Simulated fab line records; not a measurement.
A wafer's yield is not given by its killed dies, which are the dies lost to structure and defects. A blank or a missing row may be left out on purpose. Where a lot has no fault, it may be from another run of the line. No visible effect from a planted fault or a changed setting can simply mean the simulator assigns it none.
Which tool did it? / flow gf180mcu / Sampling: 14 lots, 42 wafers, 3 of 602 route steps

WHAT THE GAUGES SHOWED, per wafer
GF_VT_IMPLANT_OVL_MEAS_40. Usual: for VT_IMPLANT_03_OVL the level is 2.0 nm and the standard deviation is 1.4.
lot=L803; measured=day 7 13:05; on=overlay-02; VT_IMPLANT_03_OVL (nm)=1.9 3.1 2.3; flag=
lot=L805; measured=day 8 03:53; on=overlay-02; VT_IMPLANT_03_OVL (nm)=1.3 2.3 1.4; flag=
lot=L806; measured=day 8 05:59; on=overlay-02; VT_IMPLANT_03_OVL (nm)=2.7 3.0 4.5; flag=
lot=L807; measured=day 8 17:14; on=overlay-02; VT_IMPLANT_03_OVL (nm)=4.1 3.7 3.2; flag=
lot=L808; measured=day 8 21:23; on=overlay-02; VT_IMPLANT_03_OVL (nm)=-0.8 -0.7 -1.4; flag=
lot=L812; measured=day 10 02:56; on=overlay-01; VT_IMPLANT_03_OVL (nm)=3.4 1.2 2.7; flag=
lot=L813; measured=day 10 08:14; on=overlay-01; VT_IMPLANT_03_OVL (nm)=3.2 2.5 2.7; flag=
lot=L816; measured=day 11 05:11; on=overlay-02; VT_IMPLANT_03_OVL (nm)=2.8 1.5 1.9; flag=
lot=L818; measured=day 11 16:35; on=overlay-01; VT_IMPLANT_03_OVL (nm)=3.3 2.2 3.0; flag=
lot=L820; measured=day 12 11:49; on=overlay-01; VT_IMPLANT_03_OVL (nm)=1.5 1.0 0.4; flag=
lot=L822; measured=day 12 19:11; on=overlay-02; VT_IMPLANT_03_OVL (nm)=1.3 3.2 1.4; flag=
lot=L824; measured=day 13 10:20; on=overlay-01; VT_IMPLANT_03_OVL (nm)=2.4 2.3 2.1; flag=
lot=L826; measured=day 13 22:40; on=overlay-01; VT_IMPLANT_03_OVL (nm)=1.3 1.7 1.0; flag=
lot=L825; measured=day 13 23:23; on=overlay-01; VT_IMPLANT_03_OVL (nm)=0.2 0.8 -0.2; flag=

GF_VT_IMPLANT_RS_MEAS_46: measurement is done with a four-point probe. Usual: for MVSD_RS the level is 456.6 ohm/sq and the standard deviation is 1.3.
lot=L803; measured=day 7 13:37; on=film-metro-03; MVSD_RS (ohm/sq)=454.8 455.7 453.9; flag=
lot=L805; measured=day 8 04:25; on=film-metro-01; MVSD_RS (ohm/sq)=457.1 456.4 455.9; flag=
lot=L806; measured=day 8 06:29; on=film-metro-02; MVSD_RS (ohm/sq)=457.4 458.3 457.8; flag=
lot=L807; measured=day 8 17:46; on=film-metro-01; MVSD_RS (ohm/sq)=457.4 455.9 457.2; flag=
lot=L808; measured=day 8 21:53; on=film-metro-02; MVSD_RS (ohm/sq)=458.8 457.7 457.3; flag=
lot=L812; measured=day 10 03:26; on=film-metro-01; MVSD_RS (ohm/sq)=455.4 456.1 456.0; flag=
lot=L813; measured=day 10 08:46; on=film-metro-03; MVSD_RS (ohm/sq)=456.4 456.1 456.1; flag=
lot=L816; measured=day 11 05:41; on=film-metro-01; MVSD_RS (ohm/sq)=454.6 455.2 454.3; flag=
lot=L818; measured=day 11 17:05; on=film-metro-03; MVSD_RS (ohm/sq)=458.9 458.7 457.0; flag=
lot=L820; measured=day 12 12:22; on=film-metro-01; MVSD_RS (ohm/sq)=455.1 457.1 456.5; flag=
lot=L822; measured=day 12 19:44; on=film-metro-03; MVSD_RS (ohm/sq)=456.4 455.8 457.1; flag=
lot=L824; measured=day 13 10:50; on=film-metro-02; MVSD_RS (ohm/sq)=456.1 457.1 455.9; flag=
lot=L826; measured=day 13 23:10; on=film-metro-02; MVSD_RS (ohm/sq)=456.5 458.4 458.4; flag=
lot=L825; measured=day 13 23:53; on=film-metro-03; MVSD_RS (ohm/sq)=456.3 456.5 456.5; flag=

WHAT TOOL EACH LOT RAN ON (gives the tool, then ch and the chambers of the sampled wafers, and finally the start)
lot=L803; GF_VT_IMPLANT_RTA_45=rtp-anneal-02 ch 0, day 7 13:30
lot=L805; GF_VT_IMPLANT_RTA_45=rtp-anneal-02 ch 0, day 8 04:19
lot=L806; GF_VT_IMPLANT_RTA_45=rtp-anneal-02 ch 0, day 8 06:23
lot=L807; GF_VT_IMPLANT_RTA_45=rtp-anneal-02 ch 0, day 8 17:40
lot=L808; GF_VT_IMPLANT_RTA_45=rtp-anneal-01 ch 0, day 8 21:47
lot=L812; GF_VT_IMPLANT_RTA_45=rtp-anneal-01 ch 0, day 10 03:20
lot=L813; GF_VT_IMPLANT_RTA_45=rtp-anneal-02 ch 0, day 10 08:39
lot=L816; GF_VT_IMPLANT_RTA_45=rtp-anneal-01 ch 0, day 11 05:35
lot=L818; GF_VT_IMPLANT_RTA_45=rtp-anneal-02 ch 0, day 11 16:59
lot=L820; GF_VT_IMPLANT_RTA_45=rtp-anneal-02 ch 0, day 12 12:16
lot=L822; GF_VT_IMPLANT_RTA_45=rtp-anneal-02 ch 0, day 12 19:38
lot=L824; GF_VT_IMPLANT_RTA_45=rtp-anneal-01 ch 0, day 13 10:44
lot=L826; GF_VT_IMPLANT_RTA_45=rtp-anneal-02 ch 0, day 13 23:04
lot=L825; GF_VT_IMPLANT_RTA_45=rtp-anneal-02 ch 0, day 13 23:47
- GF_VT_IMPLANT_RTA_45: time 30 s.

WHAT THE TOOLS THEMSELVES READ (means of the sampled wafers that have a number; where no wafer has one, the mark that the record gives instead)
GF_VT_IMPLANT_RTA_45. Usual: lamp-power-pct 38 %, standard deviation 4.2; wafer_temp_C_max 1055.5, standard deviation 1.1.
lot=L803; tool=rtp-anneal-02; lamp-power-pct (%)=41; wafer_temp_C_max=1055.9; flag=
lot=L805; tool=rtp-anneal-02; lamp-power-pct (%)=41; wafer_temp_C_max=1054.6; flag=
lot=L806; tool=rtp-anneal-02; lamp-power-pct (%)=41; wafer_temp_C_max=1055.4; flag=
lot=L807; tool=rtp-anneal-02; lamp-power-pct (%)=41; wafer_temp_C_max=1055.3; flag=
lot=L808; tool=rtp-anneal-01; lamp-power-pct (%)=33; wafer_temp_C_max=1057.5; flag=
lot=L812; tool=rtp-anneal-01; lamp-power-pct (%)=33; wafer_temp_C_max=1055.8; flag=
lot=L813; tool=rtp-anneal-02; lamp-power-pct (%)=41; wafer_temp_C_max=1055.5; flag=
lot=L816; tool=rtp-anneal-01; lamp-power-pct (%)=33; wafer_temp_C_max=1056.3; flag=
lot=L818; tool=rtp-anneal-02; lamp-power-pct (%)=41; wafer_temp_C_max=1054.7; flag=
lot=L820; tool=rtp-anneal-02; lamp-power-pct (%)=41; wafer_temp_C_max=1056.2; flag=
lot=L822; tool=rtp-anneal-02; lamp-power-pct (%)=41; wafer_temp_C_max=1055.4; flag=
lot=L824; tool=rtp-anneal-01; lamp-power-pct (%)=33; wafer_temp_C_max=1055.1; flag=
lot=L826; tool=rtp-anneal-02; lamp-power-pct (%)=41; wafer_temp_C_max=1056.3; flag=
lot=L825; tool=rtp-anneal-02; lamp-power-pct (%)=41; wafer_temp_C_max=1054.2; flag=

THE ANSWER, worked out from the rows above alone
Rule: a lot counts as off when the mean over its wafers that have a number is more than 3 standard deviations away from the usual mean. A lot without any number at a reading at which 4 lots or more have one is off too. Where the step has rows for the other lots, those lots are counted as sound. First the gauges in route order, then the tools' own readings, where a lot's mean is used as printed above. At the first step where some lot is off, the reading lying furthest off is the one used; lots without a number count as furthest.
None of the lots is off at any reading shown; this tells nothing.

WHAT THE SIMULATOR PUT IN
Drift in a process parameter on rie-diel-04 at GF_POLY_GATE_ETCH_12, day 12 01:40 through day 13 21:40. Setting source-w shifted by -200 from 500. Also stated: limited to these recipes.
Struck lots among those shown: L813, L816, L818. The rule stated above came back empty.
